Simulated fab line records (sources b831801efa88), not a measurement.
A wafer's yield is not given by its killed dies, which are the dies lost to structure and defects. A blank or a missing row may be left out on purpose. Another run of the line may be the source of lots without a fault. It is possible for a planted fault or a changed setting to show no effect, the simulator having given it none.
The tool behind it: which one? | flow gf180mcu | 14 lots with 42 wafers sampled at 4 steps, on a route of 602 steps

WHAT THE GAUGES SHOWED, per wafer
GF_M5_OVL_MEAS_08.
lot  | measured     | on         | M5_OVL (nm)
L741 | day 26 16:32 | overlay-01 | 2 3 7
L743 | day 27 09:53 | overlay-01 | 0 1 4
L746 | day 28 10:04 | overlay-02 | 7 6 -5
L748 | day 28 12:19 | overlay-01 | 5 3 8
L747 | day 28 13:37 | overlay-02 | 1 5 11
L749 | day 29 05:37 | overlay-02 | 7 5 4
L750 | day 29 07:04 | overlay-02 | -6 -3 0
L753 | day 30 09:04 | overlay-02 | 2 4 -2
L757 | day 31 02:16 | overlay-01 | 1 1 8
L756 | day 31 04:53 | overlay-01 | 2 2 6
L759 | day 31 18:43 | overlay-01 | 10 9 1
L760 | day 31 19:43 | overlay-01 | 2 1 4
L763 | day 32 15:17 | overlay-01 | 1 7 2
L764 | day 33 02:31 | overlay-02 | -1 -1 -1

GF_TOP_METAL_CD_MEAS_14: the cd target is 440 nm.
lot  | measured     | on       | cdNm (nm)
L741 | day 28 12:26 | cdSem-02 | 440.6 439.5 440.0
L743 | day 29 04:22 | cdSem-01 | 435.5 439.5 439.1
L746 | day 30 03:42 | cdSem-01 | 442.5 440.7 441.0
L748 | day 30 04:58 | cdSem-02 | 439.9 439.2 438.6
L747 | day 30 07:25 | cdSem-02 | 438.6 440.8 439.7
L749 | day 30 21:41 | cdSem-01 | 438.6 437.1 437.8
L750 | day 30 22:57 | cdSem-01 | 440.1 440.4 439.5
L753 | day 31 23:10 | cdSem-01 | 442.9 442.4 443.4
L757 | day 32 15:37 | cdSem-01 | 438.5 440.7 437.6
L756 | day 32 17:10 | cdSem-02 | 442.9 441.4 442.2
L759 | day 33 06:46 | cdSem-02 | 440.8 439.6 438.0
L760 | day 33 07:21 | cdSem-02 | 438.1 439.8 437.6
L763 | day 34 02:43 | cdSem-02 | 445.1 444.6 443.8
L764 | day 34 12:24 | cdSem-01 | 434.7 436.9 436.5

GF_PASSIVATION_THK_MEAS_03.
lot  | measured     | on           | PASSIVATION_CVD_02_THK (nm)
L741 | day 28 13:57 | filmMetro-01 | 705 701 706
L743 | day 29 05:44 | filmMetro-02 | 706 701 706
L746 | day 30 05:01 | filmMetro-02 | 697 696 706
L748 | day 30 06:20 | filmMetro-01 | 687 699 698
L747 | day 30 08:44 | filmMetro-01 | 690 689 702
L749 | day 30 22:59 | filmMetro-04 | 699 706 702
L750 | day 31 00:19 | filmMetro-04 | 693 701 707
L753 | day 32 00:28 | filmMetro-01 | 693 707 714
L757 | day 32 16:58 | filmMetro-01 | 696 695 698
L756 | day 32 18:42 | filmMetro-04 | 710 718 708
L759 | day 33 08:13 | filmMetro-01 | 694 681 690
L760 | day 33 08:40 | filmMetro-01 | 710 724 716
L763 | day 34 04:02 | filmMetro-02 | 716 716 722
L764 | day 34 13:45 | filmMetro-01 | 700 709 704

EACH LOT AND THE TOOL THAT RAN IT (in order: tool; ch and the chambers of the sampled wafers; start)
lot  | GF_V1_CVD_02
L741 | pecvd-02 ch 0,2, day 17 13:47
L743 | pecvd-01 ch 0,2, day 18 10:22
L746 | pecvd-02 ch 0,1, day 19 15:06
L748 | pecvd-02 ch 0,1, day 19 17:21
L747 | pecvd-04 ch 0,1, day 19 18:50
L749 | pecvd-02 ch 0,1, day 20 15:24
L750 | pecvd-04 ch 0,2, day 20 18:05
L753 | pecvd-01 ch 0,1, day 21 23:21
L757 | pecvd-02 ch 0,1, day 22 23:01
L756 | pecvd-04 ch 0,1,2, day 23 00:16
L759 | pecvd-04 ch 0,1, day 23 20:00
L760 | pecvd-01 ch 0,2, day 23 20:42
L763 | pecvd-04 ch 0,1,2, day 24 20:40
L764 | pecvd-02 ch 0,2, day 25 14:05
- GF_V1_CVD_02: deposits SiO2 from TEOS, target thk 850 nm, time 94.851 s.

AS READ BY THE TOOLS THEMSELVES (means over the sampled wafers that have a number; for cases with no such wafer, the mark the record gives instead)
GF_V1_CVD_02.
lot  | tool     | heaterPowerW (W)
L741 | pecvd-02 | 621
L743 | pecvd-01 | 678
L746 | pecvd-02 | 683
L748 | pecvd-02 | 726
L747 | pecvd-04 | 588
L749 | pecvd-02 | 634
L750 | pecvd-04 | 603
L753 | pecvd-01 | 709
L757 | pecvd-02 | 692
L756 | pecvd-04 | 624
L759 | pecvd-04 | 596
L760 | pecvd-01 | 647
L763 | pecvd-04 | 531
L764 | pecvd-02 | 599

THE ANSWER, worked out from the rows above alone
Rule: what is usual is taken from the lots themselves. The widest of any qualifying gaps counts: lots, ordered by their means at a reading, are off when they make up no more than a third of the lots, leave a main group of 4 or more, and stand apart from it by 3 or more times the standard deviation of that group's means. Not used: any main group whose means are identical at the precision the tables above print for the reading. Also off: a lot with no number at a reading for which 4 or more lots have one. Where the step has rows for the other lots, those lots are counted as sound. Order of review: gauges by route order, followed by the tools' own readings, for which a lot's mean as printed above is used. At the first step where some lot is off, the reading lying furthest off is the one used; lots without a number count as furthest.
None of the lots is off at any reading shown; this tells nothing.

WHAT THE SIMULATOR HAD INSERTED
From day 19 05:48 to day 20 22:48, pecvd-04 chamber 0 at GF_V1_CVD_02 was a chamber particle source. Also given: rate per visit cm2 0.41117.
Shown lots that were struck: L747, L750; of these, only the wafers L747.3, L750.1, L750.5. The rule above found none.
